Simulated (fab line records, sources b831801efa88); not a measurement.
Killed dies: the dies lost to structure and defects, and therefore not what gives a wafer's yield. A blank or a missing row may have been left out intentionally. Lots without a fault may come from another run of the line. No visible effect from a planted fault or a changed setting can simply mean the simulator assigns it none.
Matching of chambers :: flow sky130 :: 4 sister chambers for SKY_LI_CONTACT_CMP_24 on cmp-02
The step polishes, stops on PSG, t overpolish 20 s, target thk 0 nm. 8 wafers are shown with their chamber, then 12 later ones without.

== WAFERS WITH THEIR CHAMBER ==
wafer: L080.1
chamber: 2
motor_current_A (A): 9.1
time_to_endpoint_s (s): 100

wafer: L081.4
chamber: 2
motor_current_A (A): 9.4
time_to_endpoint_s (s): 95

wafer: L081.6
chamber: 1
motor_current_A (A): 10.6
time_to_endpoint_s (s): 89

wafer: L082.4
chamber: 3
motor_current_A (A): 12.6
time_to_endpoint_s (s): 103

wafer: L082.5
chamber: 1
motor_current_A (A): 10.8
time_to_endpoint_s (s): 94

wafer: L084.2
chamber: 0
motor_current_A (A): 10.0
time_to_endpoint_s (s): 98

wafer: L084.5
chamber: 3
motor_current_A (A): 13.1
time_to_endpoint_s (s): 105

wafer: L084.6
chamber: 0
motor_current_A (A): 10.8
time_to_endpoint_s (s): 95

== WAFERS WITH NO CHAMBER GIVEN ==
wafer: L087.1
motor_current_A (A): 12.9
time_to_endpoint_s (s): 107

wafer: L087.2
motor_current_A (A): 10.1
time_to_endpoint_s (s): 100

wafer: L087.5
motor_current_A (A): 12.3
time_to_endpoint_s (s): 107

wafer: L091.2
motor_current_A (A): 11.0
time_to_endpoint_s (s): 92

wafer: L091.5
motor_current_A (A): 9.7
time_to_endpoint_s (s): 95

wafer: L091.6
motor_current_A (A): 12.2
time_to_endpoint_s (s): 105

wafer: L094.3
motor_current_A (A): 11.8
time_to_endpoint_s (s): 91

wafer: L094.4
motor_current_A (A): 12.5
time_to_endpoint_s (s): 105

wafer: L094.5
motor_current_A (A): 10.5
time_to_endpoint_s (s): 98

wafer: L097.1
motor_current_A (A): 9.9
time_to_endpoint_s (s): 96

wafer: L097.3
motor_current_A (A): 11.3
time_to_endpoint_s (s): 94

wafer: L097.4
motor_current_A (A): 10.3
time_to_endpoint_s (s): 94

== WHICH CHAMBER EACH WENT THROUGH ==
wafer: L087.1
from the rows above: 3
in truth: 3

wafer: L087.2
from the rows above: can't be placed: 0 or 2 or 1
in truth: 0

wafer: L087.5
from the rows above: 3
in truth: 3

wafer: L091.2
from the rows above: can't be placed: 1 or 0
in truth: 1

wafer: L091.5
from the rows above: can't be placed: 2 or 0 or 1
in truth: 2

wafer: L091.6
from the rows above: 3
in truth: 3

wafer: L094.3
from the rows above: can't be placed: 1 or 0
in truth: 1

wafer: L094.4
from the rows above: 3
in truth: 3

wafer: L094.5
from the rows above: can't be placed: 0 or 1
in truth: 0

wafer: L097.1
from the rows above: can't be placed: 0 or 2 or 1
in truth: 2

wafer: L097.3
from the rows above: can't be placed: 1 or 0
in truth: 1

wafer: L097.4
from the rows above: can't be placed: 0 or 1
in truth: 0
Correctly placed: 4 of 12. Not placeable from these rows: 8 (in 8, the candidates include the true chamber). Placed wrongly: 0.
How it was worked out, from the rows above alone: a wafer's distance from a chamber is the root of the sum, over the readings, of the square of ((its reading less the chamber's mean) divided by the reading's scatter). If the next closest chamber is less than 2 further off than the closest, the wafer can't be placed; otherwise it belongs to the closest. Each chamber's mean is taken over the wafers shown for it. The scatter: the root of (the sum of the squares of (reading less its chamber's mean) over the shown wafers, divided by (wafers less chambers)).
